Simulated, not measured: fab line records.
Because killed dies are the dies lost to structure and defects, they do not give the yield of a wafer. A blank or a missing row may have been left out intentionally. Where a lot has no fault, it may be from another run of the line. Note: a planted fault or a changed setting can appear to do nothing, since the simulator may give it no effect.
Struck lot and sound lot, side by side	flow sky130	31 out of 708 route steps
Sound: the wafers L268.1, L268.5, L268.6. Struck: wafers L277.1, L277.4, L277.6. The cause is named last.
Each step with rows lists, per side, the tool, then ch with its chambers, then its first start. Under that, the readings that differ: sound wafers	struck wafers	difference of the means	sigmas: that difference in standard deviations of wafers without a fault.
alike: readings whose means differ by less than 2 such deviations, and words and numbers that are the same on both sides. not compared: withheld readings, readings that some wafer has no value for, bounds like >300 that may hide the same value, and numbers for which the record gives no deviation and whose values overlap.
The two part at a step that has a row with sigmas, a row that says differs or no value, or rows on one side only. Numbers that have no deviation but don't overlap get no sigmas and don't part them. A reading that every wafer of one side lacks parts them only if that side has two wafers or more.

first, 3 steps without rows for these wafers: SKY_VT_ADJUST_HVTP_EXPOSE_04 (exposes mask HVTPM, target cd 380 nm); SKY_VT_ADJUST_HVTP_PEB_05; SKY_VT_ADJUST_HVTP_DEVELOP_06 (develop time 61.85 s).
SKY_VT_ADJUST_HVTP_CD_MEAS_07: target cd 380 nm.
  sound on cdSem-02 at day 7 05:05; struck on cdSem-01 at day 9 13:20
  alike: cdNm
SKY_VT_ADJUST_HVTP_OVL_MEAS_08:
  sound on overlay-01 at day 7 05:12; struck on overlay-02 at day 9 13:28
  alike: VT_ADJUST_HVTP_OVL
then, 1 step without rows for these wafers: SKY_VT_ADJUST_HVTP_IMPLANT_09.
SKY_VT_ADJUST_HVTP_STRIP_10: strips in O2/N2.
  sound on plasmaAsher-02 ch 0,1, day 7 05:23; struck on plasmaAsher-01 ch 0,1, day 9 13:39
  alike: drypumpMotorCurrentA, oesProductAu, stripTimeToEndpointS
  not compared: rfHoursCounterH
SKY_VT_ADJUST_HVTP_TW_MEAS_11:
  sound on filmMetro-03 at day 7 05:29; struck on filmMetro-03 at day 9 13:45
  alike: VT_ADJUST_HVTP_TW
then, 4 steps without rows for these wafers: SKY_VT_ADJUST_LVTN_DEHYDRATE_00 (time 60 s); SKY_VT_ADJUST_LVTN_HMDS_01 (prime time 60 s); SKY_VT_ADJUST_LVTN_COAT_02 (resist thk 3000 nm); SKY_VT_ADJUST_LVTN_SOFTBAKE_03.
SKY_VT_ADJUST_LVTN_EXPOSE_04: exposes mask NWM COMPLEMENT LESS NATIVE, target cd 840 nm.
  sound on ilineStepper-02 ch 0, day 7 16:29; struck on ilineStepper-02 ch 0, day 10 00:56
reading	sound	struck	difference	sigmas
mask	NWM_COMPLEMENT_LESS_NATIVE#0 NWM_COMPLEMENT_LESS_NATIVE#0 NWM_COMPLEMENT_LESS_NATIVE#0	HVN_STD_DERIVED#0 HVN_STD_DERIVED#0 HVN_STD_DERIVED#0	differs	
then, 2 steps without rows for these wafers: SKY_VT_ADJUST_LVTN_PEB_05; SKY_VT_ADJUST_LVTN_DEVELOP_06 (develop time 60 s).
SKY_VT_ADJUST_LVTN_OVL_MEAS_07:
  sound on overlay-01 at day 8 02:12; struck on overlay-01 at day 10 11:57
reading	sound	struck	difference	sigmas
VT_ADJUST_LVTN_OVL (nm)	0.1 1.1 0.2	- - -	no value on the struck wafers	
then, 1 step without rows for these wafers: SKY_VT_ADJUST_LVTN_IMPLANT_08.
SKY_VT_ADJUST_LVTN_STRIP_09: strips in O2/N2.
  sound on plasmaAsher-04 ch 0,1, day 8 02:23; struck on plasmaAsher-02 ch 0,1, day 10 12:08
  alike: drypumpMotorCurrentA, oesProductAu, stripTimeToEndpointS
  not compared: rfHoursCounterH
SKY_VT_ADJUST_LVTN_TW_MEAS_10:
  sound on filmMetro-01 at day 8 02:29; struck on filmMetro-01 at day 10 12:14
reading	sound	struck	difference	sigmas
VT_ADJUST_LVTN_TW	234.9 236.6 236.1	29.6 29.4 29.5	-206.4	-71
then, 7 steps without rows for these wafers: SKY_VT_ADJUST_LVTN_DEHYDRATE_11 (time 60 s); SKY_VT_ADJUST_LVTN_HMDS_12 (prime time 60 s); SKY_VT_ADJUST_LVTN_COAT_13 (resist thk 1140 nm); SKY_VT_ADJUST_LVTN_SOFTBAKE_14 (time 60 s); SKY_VT_ADJUST_LVTN_EXPOSE_15 (exposes mask HVN STD DERIVED, target cd 600 nm); SKY_VT_ADJUST_LVTN_PEB_16; SKY_VT_ADJUST_LVTN_DEVELOP_17 (develop time 60 s).
SKY_VT_ADJUST_LVTN_OVL_MEAS_18:
  sound on overlay-02 at day 8 22:53; struck on overlay-02 at day 11 11:29
  alike: VT_ADJUST_LVTN_01_OVL
then, 1 step without rows for these wafers: SKY_VT_ADJUST_LVTN_IMPLANT_19.
SKY_VT_ADJUST_LVTN_STRIP_20: strips in O2/N2.
  sound on plasmaAsher-02 ch 0,1, day 8 23:04; struck on plasmaAsher-04 ch 0,1, day 11 11:40
  alike: drypumpMotorCurrentA, oesProductAu, stripTimeToEndpointS
  not compared: rfHoursCounterH
SKY_VT_ADJUST_LVTN_TW_MEAS_21:
  sound on filmMetro-01 at day 8 23:10; struck on filmMetro-02 at day 11 11:46
reading	sound	struck	difference	sigmas
VT_ADJUST_LVTN_2_TW	184.0 184.6 184.3	264.9 265.7 263.5	+80.4	+33
then, 1 step without rows for these wafers: SKY_VT_ADJUST_NCORE_DEHYDRATE_00 (time 60 s).

## WHERE THEY PART
At SKY_VT_ADJUST_LVTN_EXPOSE_04 first; at SKY_VT_ADJUST_LVTN_TW_MEAS_21 last (within this record only).

WHY: whatever the simulator had introduced
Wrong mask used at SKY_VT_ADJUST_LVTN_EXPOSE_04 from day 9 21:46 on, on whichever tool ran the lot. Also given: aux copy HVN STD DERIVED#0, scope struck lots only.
